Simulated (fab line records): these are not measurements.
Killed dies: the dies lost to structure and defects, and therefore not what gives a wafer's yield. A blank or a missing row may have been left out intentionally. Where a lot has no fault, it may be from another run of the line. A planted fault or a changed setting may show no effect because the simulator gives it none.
Which tool is to blame? + flow sky130 + 10 lots, 30 wafers sampled, at 3 steps of a route of 708

WHAT THE GAUGES READ, wafer by wafer
SKY_VIA2_RS_MEAS_22: uses a four-point probe to measure.
| lot  | measured     | on           | VIA2_W_RS (ohm/sq)                        |
|------|--------------|--------------|-------------------------------------------|
| L306 | day 37 03:10 | filmMetro-01 | 0.2699 0.2689 0.2731                      |
| L308 | day 38 01:17 | filmMetro-02 | 0.2683 0.2671 0.2673                      |
| L309 | day 38 16:08 | filmMetro-03 | 0.2730 0.2642 0.2620                      |
| L310 | day 38 20:23 | filmMetro-02 | 0.2702 0.2735 0.2725                      |
| L313 | day 40 01:55 | filmMetro-03 | 0.2715 0.2669 0.2682                      |
| L314 | day 40 02:55 | filmMetro-02 | 0.2736 0.2752 0.2730                      |
| L316 | day 40 09:24 | filmMetro-03 | 0.2731 0.2727 0.2728                      |
| L317 | day 40 15:57 | filmMetro-02 | 0.2545 0.2498 0.2529 0.2549 0.2497 0.2532 |
| L320 | day 41 18:49 | filmMetro-03 | 0.2537 0.2514 0.2504 0.2539 0.2511 0.2510 |
| L326 | day 43 06:35 | filmMetro-01 | 0.2703 0.2688 0.2680                      |

WHAT TOOL EACH LOT RAN ON (gives the tool, then ch and the chambers of the sampled wafers, and finally the start)
| lot  | SKY_METAL2_STRIP_20                 | SKY_VIA2_CVD_21              |
|------|-------------------------------------|------------------------------|
| L306 | plasmaAsher-03 ch 0,1, day 35 20:30 | cvdW-02 ch 0,1, day 37 03:01 |
| L308 | plasmaAsher-04 ch 0,1, day 36 20:07 | cvdW-02 ch 0,1, day 38 01:10 |
| L309 | plasmaAsher-01 ch 0,1, day 37 12:09 | cvdW-01 ch 0,1, day 38 16:00 |
| L310 | plasmaAsher-01 ch 0,1, day 37 13:25 | cvdW-02 ch 0,1, day 38 20:16 |
| L313 | plasmaAsher-01 ch 0,1, day 38 22:49 | cvdW-02 ch 0,1, day 40 01:47 |
| L314 | plasmaAsher-01 ch 0,1, day 39 00:13 | cvdW-02 ch 0,1, day 40 02:47 |
| L316 | plasmaAsher-04 ch 0,1, day 39 06:57 | cvdW-01 ch 0,1, day 40 09:15 |
| L317 | plasmaAsher-03 ch 0,1, day 39 12:32 | cvdW-02 ch 0,1, day 40 15:48 |
| L320 | plasmaAsher-04 ch 0,1, day 40 16:24 | cvdW-02 ch 0,1, day 41 18:41 |
| L326 | plasmaAsher-03 ch 0,1, day 42 04:34 | cvdW-01 ch 0, day 43 06:28   |
- SKY_METAL2_STRIP_20: strips in O2/N2.
- SKY_VIA2_CVD_21: deposits W, target thk 420 nm, time 126.4 s.

THE ANSWER, worked out from the rows above alone
Rule: what is usual is taken from the lots themselves. Put in order of their means at a reading, lots are off if they are a third of the lots or fewer, leave a main group of 4 or more, and stand apart from it by a gap of 3 or more times the standard deviation of the main group's means; of several such gaps the widest counts. A main group is skipped when, at the precision printed for the reading in the tables above, its means are all equal. Also off: a lot with no number at a reading for which 4 or more lots have one. The other lots that the step has rows for count as sound.
Off: at SKY_VIA2_RS_MEAS_22 (VIA2_W_RS), L317, L320. Mean 0.2702 ohm/sq and standard deviation 0.0025 in the main group.
If a tool, at a process step before that reading, ran all the lots that are off and no sound lot after the first of them, it fits. The gauges at SKY_VIA2_RS_MEAS_22 are tried like those tools. One fits: cvdW-02 at SKY_VIA2_CVD_21. Its last sound lot is L314 (day 40 02:47), its first lot that is off L317 (day 40 15:48): a fault that began between those two fits.

WHAT THE SIMULATOR HAD PUT IN
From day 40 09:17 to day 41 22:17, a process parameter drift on cvdW-02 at SKY_VIA2_CVD_21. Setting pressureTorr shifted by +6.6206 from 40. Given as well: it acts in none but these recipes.
Struck lots among those shown: L317, L320. The same result came from the rule above.
